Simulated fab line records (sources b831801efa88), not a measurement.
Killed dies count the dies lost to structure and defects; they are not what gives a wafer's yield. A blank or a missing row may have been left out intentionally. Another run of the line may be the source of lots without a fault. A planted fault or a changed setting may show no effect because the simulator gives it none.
Matching of chambers || flow gf180mcu || 4 sister chambers for GF_V2_CMP_26 on cmp-01
The step polishes, stops on SiO2, t overpolish 15 s, target thk 0 nm. 4 wafers are shown with their chamber, then 8 later ones without.

EACH WAFER AND ITS CHAMBER
{"wafer": "L651.1", "chamber": 1, "motorCurrentA (A)": 12.3}
{"wafer": "L655.2", "chamber": 2, "motorCurrentA (A)": 11.3}
{"wafer": "L655.5", "chamber": 0, "motorCurrentA (A)": 9.7}
{"wafer": "L657.3", "chamber": 3, "motorCurrentA (A)": 10.1}

WAFERS WITHOUT THEIR CHAMBER
{"wafer": "L657.5", "motorCurrentA (A)": 10.1}
{"wafer": "L657.6", "motorCurrentA (A)": 9.5}
{"wafer": "L658.1", "motorCurrentA (A)": 10.0}
{"wafer": "L658.2", "motorCurrentA (A)": 12.7}
{"wafer": "L658.6", "motorCurrentA (A)": 10.1}
{"wafer": "L661.1", "motorCurrentA (A)": 12.1}
{"wafer": "L661.5", "motorCurrentA (A)": 10.2}
{"wafer": "L661.6", "motorCurrentA (A)": 9.7}

CHAMBER TAKEN BY EACH
{"wafer": "L657.5", "from the rows above": 3, "in truth": 3}
{"wafer": "L657.6", "from the rows above": 0, "in truth": 0}
{"wafer": "L658.1", "from the rows above": "can't be placed: 3 or 0", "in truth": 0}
{"wafer": "L658.2", "from the rows above": 1, "in truth": 1}
{"wafer": "L658.6", "from the rows above": 3, "in truth": 3}
{"wafer": "L661.1", "from the rows above": 1, "in truth": 1}
{"wafer": "L661.5", "from the rows above": 3, "in truth": 3}
{"wafer": "L661.6", "from the rows above": 0, "in truth": 0}
Placed correctly: 7 of 8. Cannot be placed on the basis of these rows: 1; the candidates contain the true chamber in 1. Number placed wrongly: 0.
How it was worked out, from the rows above alone: a wafer's distance from a chamber is the root of the sum, over the readings, of the square of ((its reading less the chamber's mean) divided by the reading's scatter). The wafer belongs to the nearest chamber; if the next one is less than 2 further off, it can't be placed. Each chamber's mean is taken over the wafers shown for it. The scatter: with one shown wafer a chamber, the root of the mean of the squares of how far each hidden wafer lies from its nearest shown one.
